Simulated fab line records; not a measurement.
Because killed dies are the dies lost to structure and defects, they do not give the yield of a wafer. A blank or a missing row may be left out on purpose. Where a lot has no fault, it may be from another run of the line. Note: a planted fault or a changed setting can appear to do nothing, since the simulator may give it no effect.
fab line records :: flow sky130 :: part 2 of 2: steps 44 to 44 of 44
record:
  lots: 6
  wafers: 18
  last_day: 50
route steps=708 shown VIA3@591 METAL4@598 CAP2M@603 PAD_OPEN@708
lots that met no fault: taken from a fault-free run of the same line
start_h: the number of hours between the record's first day and the start of the first shown wafer of the lot :: wait_h: hours from the lot's prior step to this one :: " unchanged from the row above :: L1.1+2: a row that stands for several wafers :: - no value, or no start was given :: * or withheld: withheld :: < > ~ a bound
route shown NAME@n: names a module that has steps shown in the file, with the first one's number in the route :: usual: mean and standard deviation over wafers with no fault :: same: alike in all rows :: chamber/n: place in a boat :: sites: the reading at each site :: _std_site: how widely they spread, as a standard deviation :: _edge_site: outer sites' mean less inner sites' :: radius_mm: how far each site lies from the wafer's centre :: mask NAME#n: copy n :: behind: tool/chamber where the wafer was last shaped :: hold: why the lot was held/for how many hours/how that ended :: device: which transistor (n, p or np) failed to switch :: end of line: tests of these same wafers at the route's end :: where a step has no rows: the recipe by itself :: killed: dies lost to structure and defects at the first sort, not the wafer's yield :: map: the dies of a wafer, with x for killed, . for not killed, _ for no die there
set.NAME: the setting the step ran with; set.NAME@STEP: the setting that earlier step ran with :: model.NAME: the simulator's own value behind a step, which no gauge read
certain route steps with their lots: each step a table, each wafer a row
services: when a tool's chamber went out of use (start_h, in hours from the record's first day, below 0 if earlier), for how many hours, and the reason
== steps ==
step: SKY_PAD_OPEN_PROBE_99
usual:
  defect_limited_yield: 82.7/1.9
  killed_at_M0_to_M3: 43/6.8
  killed_at_M4_up: 2.9/1.7
  killed_at_contacts: 24/5.4
  killed_at_front_end: 15/4.8
  killed_at_other: 0.3/0.57
  killed_dies: 85/9.4
  killed_open: 47/7.5
  killed_short: 38/5.7
same:
  gross_dies: 492
  killed_at_back_side: 0
lot.wafer: L370.1
tool: prober-02
chamber: -
start_h: 1084.69
wait_h: 0.1
defect_limited_yield[%]: 85.6
killed_at_M0_to_M3: 33
killed_at_M4_up: 2
killed_at_contacts: 20
killed_at_front_end: 16
killed_at_other: 0
killed_dies: 71
killed_open: 41
killed_short: 30
model.etest.tester.sort_n_pass: 421
model.etest.tester.sort_yield_pct: 85.57
model.etest.tester.sort_bin_5_pct: 10.37
model.etest.cap_mim2.bv_v: 13.49
model.etest.cap_mim2.leak_log10_a_cm2: -8.928
model.etest.cap_mim2.c_ff_um2: 2.373
model.etest.cap_mim2.c_ff_um2_rim_less_centre: 0.001115
model.etest.tester.sort_bin_4_pct: 0

lot.wafer: L370.3
tool: prober-02
chamber: -
start_h: 1084.79
wait_h: 0.2
defect_limited_yield[%]: 81.1
killed_at_M0_to_M3: 36
killed_at_M4_up: 2
killed_at_contacts: 21
killed_at_front_end: 34
killed_at_other: 0
killed_dies: 93
killed_open: 43
killed_short: 50
model.etest.tester.sort_n_pass: 399
model.etest.tester.sort_yield_pct: 81.1
model.etest.tester.sort_bin_5_pct: 9.553
model.etest.cap_mim2.bv_v: 13.83
model.etest.cap_mim2.leak_log10_a_cm2: -8.963
model.etest.cap_mim2.c_ff_um2: 2.38
model.etest.cap_mim2.c_ff_um2_rim_less_centre: -0.01597
model.etest.tester.sort_bin_4_pct: 0

lot.wafer: L370.5
tool: prober-02
chamber: -
start_h: 1084.89
wait_h: 0.2
defect_limited_yield[%]: 83.3
killed_at_M0_to_M3: 31
killed_at_M4_up: 1
killed_at_contacts: 27
killed_at_front_end: 22
killed_at_other: 1
killed_dies: 82
killed_open: 50
killed_short: 32
model.etest.tester.sort_n_pass: 410
model.etest.tester.sort_yield_pct: 83.33
model.etest.tester.sort_bin_5_pct: 10.16
model.etest.cap_mim2.bv_v: 14.22
model.etest.cap_mim2.leak_log10_a_cm2: -9
model.etest.cap_mim2.c_ff_um2: 2.345
model.etest.cap_mim2.c_ff_um2_rim_less_centre: -0.004056
model.etest.tester.sort_bin_4_pct: 0

lot.wafer: L373.1
tool: prober-02
chamber: -
start_h: 1111.90
wait_h: 0.1
defect_limited_yield[%]: 84.3
killed_at_M0_to_M3: 35
killed_at_M4_up: 5
killed_at_contacts: 28
killed_at_front_end: 9
killed_at_other: 0
killed_dies: 77
killed_open: 44
killed_short: 33
model.etest.tester.sort_n_pass: 0
model.etest.tester.sort_yield_pct: 0
model.etest.tester.sort_bin_5_pct: 93.9
model.etest.cap_mim2.bv_v: 7.973
model.etest.cap_mim2.leak_log10_a_cm2: -6.123
model.etest.cap_mim2.c_ff_um2: 4.179
model.etest.cap_mim2.c_ff_um2_rim_less_centre: 0.04049
model.etest.tester.sort_bin_4_pct: 1.78e-06

lot.wafer: L373.2
tool: prober-02
chamber: -
start_h: 1111.95
wait_h: 0.1
defect_limited_yield[%]: 80.1
killed_at_M0_to_M3: 43
killed_at_M4_up: 5
killed_at_contacts: 32
killed_at_front_end: 18
killed_at_other: 0
killed_dies: 98
killed_open: 56
killed_short: 42
model.etest.tester.sort_n_pass: 0
model.etest.tester.sort_yield_pct: 0
model.etest.tester.sort_bin_5_pct: 91.67
model.etest.cap_mim2.bv_v: 8.297
model.etest.cap_mim2.leak_log10_a_cm2: -6.086
model.etest.cap_mim2.c_ff_um2: 3.957
model.etest.cap_mim2.c_ff_um2_rim_less_centre: 0.03525
model.etest.tester.sort_bin_4_pct: 7.027e-09

lot.wafer: L373.5
tool: prober-02
chamber: -
start_h: 1112.10
wait_h: 0.2
defect_limited_yield[%]: 83.1
killed_at_M0_to_M3: 47
killed_at_M4_up: 1
killed_at_contacts: 22
killed_at_front_end: 13
killed_at_other: 0
killed_dies: 83
killed_open: 51
killed_short: 32
model.etest.tester.sort_n_pass: 0
model.etest.tester.sort_yield_pct: 0
model.etest.tester.sort_bin_5_pct: 91.67
model.etest.cap_mim2.bv_v: 8.191
model.etest.cap_mim2.leak_log10_a_cm2: -6.128
model.etest.cap_mim2.c_ff_um2: 4.033
model.etest.cap_mim2.c_ff_um2_rim_less_centre: 0.1543
model.etest.tester.sort_bin_4_pct: 4.834e-08

lot.wafer: L375.1
tool: prober-01
chamber: -
start_h: 1120.67
wait_h: 0.1
defect_limited_yield[%]: 83.9
killed_at_M0_to_M3: 36
killed_at_M4_up: 4
killed_at_contacts: 20
killed_at_front_end: 18
killed_at_other: 1
killed_dies: 79
killed_open: 44
killed_short: 35
model.etest.tester.sort_n_pass: 0
model.etest.tester.sort_yield_pct: 0
model.etest.tester.sort_bin_5_pct: 94.51
model.etest.cap_mim2.bv_v: 7.495
model.etest.cap_mim2.leak_log10_a_cm2: -5.992
model.etest.cap_mim2.c_ff_um2: 4.077
model.etest.cap_mim2.c_ff_um2_rim_less_centre: -0.1295
model.etest.tester.sort_bin_4_pct: 0.001379

lot.wafer: L375.3
tool: prober-01
chamber: -
start_h: 1120.77
wait_h: 0.2
defect_limited_yield[%]: 80.9
killed_at_M0_to_M3: 62
killed_at_M4_up: 3
killed_at_contacts: 19
killed_at_front_end: 10
killed_at_other: 0
killed_dies: 94
killed_open: 54
killed_short: 40
model.etest.tester.sort_n_pass: 0
model.etest.tester.sort_yield_pct: 0
model.etest.tester.sort_bin_5_pct: 93.29
model.etest.cap_mim2.bv_v: 7.665
model.etest.cap_mim2.leak_log10_a_cm2: -5.843
model.etest.cap_mim2.c_ff_um2: 4.261
model.etest.cap_mim2.c_ff_um2_rim_less_centre: 0.05514
model.etest.tester.sort_bin_4_pct: 0.0001521

lot.wafer: L375.5
tool: prober-01
chamber: -
start_h: 1120.87
wait_h: 0.2
defect_limited_yield[%]: 84.3
killed_at_M0_to_M3: 41
killed_at_M4_up: 0
killed_at_contacts: 21
killed_at_front_end: 15
killed_at_other: 0
killed_dies: 77
killed_open: 41
killed_short: 36
model.etest.tester.sort_n_pass: 0
model.etest.tester.sort_yield_pct: 0
model.etest.tester.sort_bin_5_pct: 94.72
model.etest.cap_mim2.bv_v: 7.838
model.etest.cap_mim2.leak_log10_a_cm2: -5.934
model.etest.cap_mim2.c_ff_um2: 4.107
model.etest.cap_mim2.c_ff_um2_rim_less_centre: 0.0591
model.etest.tester.sort_bin_4_pct: 1.387e-05

lot.wafer: L380.3
tool: prober-02
chamber: -
start_h: 1152.09
wait_h: 0.2
defect_limited_yield[%]: 82.3
killed_at_M0_to_M3: 49
killed_at_M4_up: 4
killed_at_contacts: 18
killed_at_front_end: 15
killed_at_other: 1
killed_dies: 87
killed_open: 47
killed_short: 40
model.etest.tester.sort_n_pass: 405
model.etest.tester.sort_yield_pct: 82.32
model.etest.tester.sort_bin_5_pct: 10.77
model.etest.cap_mim2.bv_v: 13.8
model.etest.cap_mim2.leak_log10_a_cm2: -8.96
model.etest.cap_mim2.c_ff_um2: 2.406
model.etest.cap_mim2.c_ff_um2_rim_less_centre: 0.01848
model.etest.tester.sort_bin_4_pct: 0

lot.wafer: L380.5
tool: prober-02
chamber: -
start_h: 1152.19
wait_h: 0.2
defect_limited_yield[%]: 83.1
killed_at_M0_to_M3: 43
killed_at_M4_up: 5
killed_at_contacts: 20
killed_at_front_end: 15
killed_at_other: 0
killed_dies: 83
killed_open: 47
killed_short: 36
model.etest.tester.sort_n_pass: 409
model.etest.tester.sort_yield_pct: 83.13
model.etest.tester.sort_bin_5_pct: 9.959
model.etest.cap_mim2.bv_v: 14.35
model.etest.cap_mim2.leak_log10_a_cm2: -8.97
model.etest.cap_mim2.c_ff_um2: 2.351
model.etest.cap_mim2.c_ff_um2_rim_less_centre: -0.03869
model.etest.tester.sort_bin_4_pct: 0

lot.wafer: L380.6
tool: prober-02
chamber: -
start_h: 1152.24
wait_h: 0.2
defect_limited_yield[%]: 82.5
killed_at_M0_to_M3: 46
killed_at_M4_up: 3
killed_at_contacts: 32
killed_at_front_end: 5
killed_at_other: 0
killed_dies: 86
killed_open: 54
killed_short: 32
model.etest.tester.sort_n_pass: 406
model.etest.tester.sort_yield_pct: 82.52
model.etest.tester.sort_bin_5_pct: 9.756
model.etest.cap_mim2.bv_v: 13.92
model.etest.cap_mim2.leak_log10_a_cm2: -9.014
model.etest.cap_mim2.c_ff_um2: 2.342
model.etest.cap_mim2.c_ff_um2_rim_less_centre: 0.03362
model.etest.tester.sort_bin_4_pct: 0

lot.wafer: L387.1
tool: prober-01
chamber: -
start_h: 1182.07
wait_h: 0.1
defect_limited_yield[%]: 80.5
killed_at_M0_to_M3: 50
killed_at_M4_up: 2
killed_at_contacts: 28
killed_at_front_end: 16
killed_at_other: 0
killed_dies: 96
killed_open: 52
killed_short: 44
model.etest.tester.sort_n_pass: 396
model.etest.tester.sort_yield_pct: 80.49
model.etest.tester.sort_bin_5_pct: 11.79
model.etest.cap_mim2.bv_v: 14.05
model.etest.cap_mim2.leak_log10_a_cm2: -8.783
model.etest.cap_mim2.c_ff_um2: 2.363
model.etest.cap_mim2.c_ff_um2_rim_less_centre: 0.00788
model.etest.tester.sort_bin_4_pct: 0

lot.wafer: L387.5
tool: prober-01
chamber: -
start_h: 1182.27
wait_h: 0.2
defect_limited_yield[%]: 81.1
killed_at_M0_to_M3: 48
killed_at_M4_up: 1
killed_at_contacts: 23
killed_at_front_end: 21
killed_at_other: 0
killed_dies: 93
killed_open: 56
killed_short: 37
model.etest.tester.sort_n_pass: 399
model.etest.tester.sort_yield_pct: 81.1
model.etest.tester.sort_bin_5_pct: 11.38
model.etest.cap_mim2.bv_v: 13.66
model.etest.cap_mim2.leak_log10_a_cm2: -8.858
model.etest.cap_mim2.c_ff_um2: 2.342
model.etest.cap_mim2.c_ff_um2_rim_less_centre: -0.003342
model.etest.tester.sort_bin_4_pct: 0

lot.wafer: L387.6
tool: prober-01
chamber: -
start_h: 1182.32
wait_h: 0.2
defect_limited_yield[%]: 82.9
killed_at_M0_to_M3: 44
killed_at_M4_up: 2
killed_at_contacts: 24
killed_at_front_end: 14
killed_at_other: 0
killed_dies: 84
killed_open: 45
killed_short: 39
model.etest.tester.sort_n_pass: 408
model.etest.tester.sort_yield_pct: 82.93
model.etest.tester.sort_bin_5_pct: 11.59
model.etest.cap_mim2.bv_v: 14.21
model.etest.cap_mim2.leak_log10_a_cm2: -8.975
model.etest.cap_mim2.c_ff_um2: 2.322
model.etest.cap_mim2.c_ff_um2_rim_less_centre: -0.01041
model.etest.tester.sort_bin_4_pct: 0

lot.wafer: L390.1
tool: prober-02
chamber: -
start_h: 1188.28
wait_h: 0.1
defect_limited_yield[%]: 83.7
killed_at_M0_to_M3: 41
killed_at_M4_up: 3
killed_at_contacts: 30
killed_at_front_end: 6
killed_at_other: 0
killed_dies: 80
killed_open: 47
killed_short: 33
model.etest.tester.sort_n_pass: 412
model.etest.tester.sort_yield_pct: 83.74
model.etest.tester.sort_bin_5_pct: 10.16
model.etest.cap_mim2.bv_v: 14.03
model.etest.cap_mim2.leak_log10_a_cm2: -8.997
model.etest.cap_mim2.c_ff_um2: 2.321
model.etest.cap_mim2.c_ff_um2_rim_less_centre: 0.02452
model.etest.tester.sort_bin_4_pct: 0

lot.wafer: L390.2
tool: prober-02
chamber: -
start_h: 1188.33
wait_h: 0.1
defect_limited_yield[%]: 84.3
killed_at_M0_to_M3: 44
killed_at_M4_up: 0
killed_at_contacts: 19
killed_at_front_end: 13
killed_at_other: 1
killed_dies: 77
killed_open: 42
killed_short: 35
model.etest.tester.sort_n_pass: 415
model.etest.tester.sort_yield_pct: 84.35
model.etest.tester.sort_bin_5_pct: 8.333
model.etest.cap_mim2.bv_v: 14.31
model.etest.cap_mim2.leak_log10_a_cm2: -9.148
model.etest.cap_mim2.c_ff_um2: 2.362
model.etest.cap_mim2.c_ff_um2_rim_less_centre: 0.01552
model.etest.tester.sort_bin_4_pct: 0

lot.wafer: L390.6
tool: prober-02
chamber: -
start_h: 1188.53
wait_h: 0.2
defect_limited_yield[%]: 83.9
killed_at_M0_to_M3: 38
killed_at_M4_up: 7
killed_at_contacts: 21
killed_at_front_end: 13
killed_at_other: 0
killed_dies: 79
killed_open: 47
killed_short: 32
model.etest.tester.sort_n_pass: 413
model.etest.tester.sort_yield_pct: 83.94
model.etest.tester.sort_bin_5_pct: 8.74
model.etest.cap_mim2.bv_v: 14.19
model.etest.cap_mim2.leak_log10_a_cm2: -9.115
model.etest.cap_mim2.c_ff_um2: 2.327
model.etest.cap_mim2.c_ff_um2_rim_less_centre: -0.02216
model.etest.tester.sort_bin_4_pct: 0
killed by level:class
L370.1 VIA3:geometric_particle:open=8 VIA1:geometric_particle:open=7 LI_CONTACT:geometric_particle:open=7 CONTACT:geometric_particle:short=6 CONTACT:geometric_particle:open=6 FIELD_ISO:geometric_particle:short=5 POLY_GATE:geometric_particle:short=4 METAL1:geometric_particle:short=4
L370.3 POLY_GATE:geometric_particle:short=8 LOCAL_INTERCONNECT:geometric_particle:short=8 VIA1:geometric_particle:open=8 VIA3:geometric_particle:open=7 FIELD_ISO:geometric_particle:short=6 FIELD_ISO:geometric_particle:open=6 POLY_GATE:geometric_particle:open=6 LI_CONTACT:geometric_particle:open=5
L370.5 CONTACT:geometric_particle:open=10 POLY_GATE:geometric_particle:open=8 VIA2:geometric_particle:open=8 VIA1:geometric_particle:open=6 LI_CONTACT:geometric_particle:open=5 LOCAL_INTERCONNECT:geometric_particle:short=5 METAL2:geometric_particle:short=5 FIELD_ISO:geometric_particle:open=4
L373.1 CONTACT:geometric_particle:open=12 CONTACT:geometric_particle:short=7 VIA2:geometric_particle:open=7 VIA3:geometric_particle:open=7 METAL1:geometric_particle:short=5 VIA1:geometric_particle:open=5 FIELD_ISO:geometric_particle:short=3 POLY_GATE:geometric_particle:open=3
L373.2 CONTACT:geometric_particle:open=11 VIA1:geometric_particle:open=11 VIA3:geometric_particle:open=10 VIA1:geometric_particle:short=8 LI_CONTACT:geometric_particle:open=6 CONTACT:geometric_particle:short=6 FIELD_ISO:geometric_particle:open=5 FIELD_ISO:geometric_particle:short=5
L373.5 VIA1:geometric_particle:open=11 VIA3:geometric_particle:open=10 CONTACT:geometric_particle:open=8 LI_CONTACT:geometric_particle:open=5 METAL1:geometric_particle:short=5 METAL1:geometric_particle:open=4 METAL2:geometric_particle:short=4 VIA2:geometric_particle:open=4
L375.1 CONTACT:geometric_particle:open=8 VIA1:geometric_particle:open=7 VIA2:geometric_particle:open=7 LOCAL_INTERCONNECT:geometric_particle:short=6 FIELD_ISO:geometric_particle:short=5 VIA1:geometric_particle:short=5 POLY_GATE:geometric_particle:short=4 POLY_GATE:geometric_particle:open=4
L375.3 VIA2:geometric_particle:open=14 VIA3:geometric_particle:open=10 VIA1:geometric_particle:open=9 METAL2:geometric_particle:short=7 LI_CONTACT:geometric_particle:open=6 CONTACT:geometric_particle:short=5 CONTACT:geometric_particle:open=5 VIA2:geometric_particle:short=5
L375.5 VIA1:geometric_particle:open=7 VIA3:geometric_particle:open=6 METAL2:geometric_particle:short=6 POLY_GATE:geometric_particle:open=5 LI_CONTACT:geometric_particle:short=5 CONTACT:geometric_particle:open=5 VIA2:geometric_particle:open=5 LI_CONTACT:geometric_particle:open=4
L380.3 VIA1:geometric_particle:open=11 VIA2:geometric_particle:open=10 VIA3:geometric_particle:open=8 FIELD_ISO:geometric_particle:short=6 POLY_GATE:geometric_particle:short=5 LI_CONTACT:geometric_particle:open=5 CONTACT:geometric_particle:open=5 VIA1:geometric_particle:short=5
L380.5 VIA1:geometric_particle:open=13 METAL2:geometric_particle:short=10 CONTACT:geometric_particle:short=6 LI_CONTACT:geometric_particle:open=6 CONTACT:geometric_particle:open=6 FIELD_ISO:geometric_particle:short=5 VIA3:geometric_particle:open=5 VIA2:geometric_particle:open=5
L380.6 CONTACT:geometric_particle:open=12 VIA3:geometric_particle:open=11 VIA1:geometric_particle:open=10 LI_CONTACT:geometric_particle:open=10 METAL2:geometric_particle:short=8 LOCAL_INTERCONNECT:geometric_particle:short=5 VIA3:geometric_particle:short=5 VIA2:geometric_particle:open=4
L387.1 VIA1:geometric_particle:open=13 METAL1:geometric_particle:short=10 CONTACT:geometric_particle:open=9 FIELD_ISO:geometric_particle:open=8 LOCAL_INTERCONNECT:geometric_particle:short=7 METAL2:geometric_particle:short=7 VIA2:geometric_particle:open=7 LI_CONTACT:geometric_particle:open=4
L387.5 VIA1:geometric_particle:open=11 LI_CONTACT:geometric_particle:open=10 METAL2:geometric_particle:short=8 CONTACT:geometric_particle:open=7 FIELD_ISO:geometric_particle:open=6 VIA3:geometric_particle:short=6 POLY_GATE:geometric_particle:open=6 METAL1:geometric_particle:short=6
L387.6 VIA1:geometric_particle:open=11 CONTACT:geometric_particle:open=10 VIA1:geometric_particle:short=6 METAL2:geometric_particle:short=5 CONTACT:geometric_particle:short=5 VIA3:geometric_particle:open=5 POLY_GATE:geometric_particle:short=4 LI_CONTACT:geometric_particle:open=4
L390.1 CONTACT:geometric_particle:open=11 LI_CONTACT:geometric_particle:open=10 VIA1:geometric_particle:open=9 VIA3:geometric_particle:short=6 VIA2:geometric_particle:open=6 LOCAL_INTERCONNECT:geometric_particle:short=4 METAL2:geometric_particle:short=4 VIA3:geometric_particle:open=4
L390.2 VIA1:geometric_particle:open=9 LI_CONTACT:geometric_particle:open=7 CONTACT:geometric_particle:open=6 METAL1:geometric_particle:short=6 VIA3:geometric_particle:open=6 METAL2:geometric_particle:short=6 FIELD_ISO:geometric_particle:open=5 VIA2:geometric_particle:short=5
L390.6 CONTACT:geometric_particle:open=10 VIA1:geometric_particle:open=8 VIA2:geometric_particle:open=7 VIA3:geometric_particle:open=6 METAL4:geometric_particle:short=6 LI_CONTACT:geometric_particle:open=5 METAL1:geometric_particle:short=4 VIA1:geometric_particle:short=4
== services ==
tool: rie_diel-01
chamber: 2
start_h: 928.11
hours: 13.7
kind: repair

tool: pecvd-04
chamber: 0
start_h: 928.79
hours: 12.5
kind: repair

tool: rie_diel-01
chamber: 3
start_h: 929.83
hours: 2.7
kind: repair

tool: pvd_sputter-04
chamber: -
start_h: 931.35
hours: 1.4
kind: repair

tool: pvd_sputter-03
chamber: -
start_h: 948.12
hours: 3.5
kind: repair

tool: rie_diel-02
chamber: 3
start_h: 954.74
hours: 7.6
kind: repair

tool: pvd_sputter-03
chamber: -
start_h: 955.13
hours: 5.2
kind: repair

tool: rie_metal-02
chamber: 0
start_h: 982.48
hours: 9.1
kind: repair

tool: pvd_sputter-03
chamber: -
start_h: 987.20
hours: 4.1
kind: repair

tool: pvd_sputter-02
chamber: -
start_h: 990.04
hours: 1.2
kind: repair

tool: pvd_sputter-01
chamber: -
start_h: 1006.70
hours: 2.5
kind: repair

tool: rie_diel-02
chamber: -
start_h: 1008.20
hours: 0.5
kind: repair

tool: pvd_sputter-03
chamber: -
start_h: 1010.32
hours: 1.1
kind: repair

tool: pecvd-04
chamber: -
start_h: 1041.18
hours: 5.5
kind: pm

tool: pvd_sputter-02
chamber: -
start_h: 1041.37
hours: 15.8
kind: repair

tool: rie_diel-03
chamber: 2
start_h: 1057.57
hours: 4.4
kind: repair

tool: pecvd-04
chamber: -
start_h: 1062.73
hours: 0.8
kind: repair

tool: rie_metal-04
chamber: -
start_h: 1066.26
hours: 0.5
kind: repair

tool: pvd_sputter-01
chamber: -
start_h: 1077.92
hours: 0.9
kind: repair

tool: rie_diel-02
chamber: -
start_h: 1078.29
hours: 2.2
kind: repair

tool: rie_diel-03
chamber: 2
start_h: 1084.87
hours: 6.1
kind: repair

tool: rie_diel-03
chamber: 3
start_h: 1085.55
hours: 10.7
kind: repair

tool: pvd_sputter-01
chamber: -
start_h: 1095.33
hours: 7.5
kind: repair

tool: rie_diel-02
chamber: -
start_h: 1111.37
hours: 0.9
kind: repair
== key ==
first_sign:
  step: SKY_CAP2M_THK_MEAS_01
  reading: visit
  direction: added
effect:
  step: SKY_CAP2M_THK_MEAS_01
  reading: CAP2M_CVD_00_THK
  direction: down
  sigmas: 27
  usual: 15.50
  struck: 8.86
effect:
  step: SKY_METAL4_ETCH_17
  reading: oes_product_au
  direction: down
  sigmas: 20
  usual: 0.754
  struck: 0.592
model_effect:
  step: SKY_CAP2M_CVD_00
  value: SiO2_of_CAP2M_CVD_00.thk_nm
  without: 15.48
  struck: 8.871
model_effect:
  step: SKY_METAL4_ETCH_17
  value: etch.depth_nm
  without: 15.48
  struck: 8.871
model_effect:
  step: SKY_PAD_OPEN_PROBE_99
  value: etest.tester.sort_n_pass
  without: 407.3
  struck: 0
met_at SKY_CAP2M_CVD_00
struck_wafers L373.1,L373.2,L373.5,L375.1,L375.3,L375.5
onset_between 944.52 977.59
fault:
  kind: process_parameter_drift
  tool: pecvd-04
  chamber: -
  onset_h: 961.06
  steps: SKY_CAP2M_CVD_00
  channel: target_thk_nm
  offset: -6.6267
  shape: step
  end_h: 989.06
  acts_in: these_recipes_only
  stated: 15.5
